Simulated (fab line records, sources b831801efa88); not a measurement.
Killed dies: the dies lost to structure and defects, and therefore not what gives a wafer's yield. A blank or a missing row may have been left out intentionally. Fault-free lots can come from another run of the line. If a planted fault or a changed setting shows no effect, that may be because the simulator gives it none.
8D (eight disciplines) problem report, filled in by code | flow gf180mcu | the parts of the form that need people (team, actions taken, sign-off) are left out

## 1. WHAT IS WRONG
Mean of dose-ions-cm2 at GF_HV_LDD_IMPLANT_21: 4.772e+13 across 6 wafers in 2 lots; on wafers with no fault it is 5.001e+13 (standard deviation 5.4e+10). Relative to the usual mean, that is a shift of -42 standard deviations.
The first sign was on wafer L387.2 at day 16 03:03, on implanter-04. The record holds 40 wafers of 14 lots with a number at this step. Rule for "out" (also "out of limits"): further than 4 standard deviations from the usual mean. All remaining wafers that have a number are taken as sound.

## 2. WHAT IT IS, AND WHAT IT ISN'T
question                    | is                     | is not
which readings at this step | dose-ions-cm2          | end-station-pressure-torr
which lots                  | L387, L391             | L371, L372, L373, L375, L377, L378, L380, L381, L383, L384, L388, L389
which wafers of those lots  | all that have a number | -
read on which tools         | implanter-04           | implanter-02, implanter-03
when                        | from day 16 03:03      | up to then (28 sound wafers); but 6 sound wafers of L388, L389 came after

## 3. THE SUSPECTS, EACH WITH WHAT RULES IT OUT
Counting: a tool at any process step up to the reading remains a suspect when it ran all the lots that are out and ran no sound lot after the first of those.
- implanter-04 at GF_HV_LDD_IMPLANT_21: kept. Every lot that is out went through it, starting with L387 (day 16 03:03), and after that it ran no sound lot; the last sound lot it ran before then is L384 (day 15 08:38). On those wafers its own readings are out: dose-ions-cm2.
Remaining after the count: implanter-04 at GF_HV_LDD_IMPLANT_21.

## 4. THE CAUSE (what the simulator had put in)
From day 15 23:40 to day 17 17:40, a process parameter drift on implanter-04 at GF_HV_LDD_IMPLANT_21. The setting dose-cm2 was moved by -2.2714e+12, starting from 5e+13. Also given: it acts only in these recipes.
The count eliminated every tool but this one.

## 5. THE CHAIN OF EFFECTS, in route order
Each row: a reading where the mean over the struck wafers with a number is more than 3 standard deviations away from the usual. Readings are gone through only where the record gives a usual standard deviation; hours: the median, over the lots, of the time from a lot's start at the first step in this table giving one to that lot's start at this step; sigmas: the change measured in usual standard deviations.
hours | step                 | reading       | usual     | on struck wafers | change     | sigmas
0     | GF_HV_LDD_IMPLANT_21 | dose-ions-cm2 | 5.001e+13 | 4.772e+13        | -2.293e+12 | -42
Its process steps:
- GF_HV_LDD_IMPLANT_21

## 6. HOW IT WOULD HAVE BEEN CAUGHT EARLIER
In this record no reading fell out of limits until day 16 03:03, 3 hours after the fault had begun at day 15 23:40.
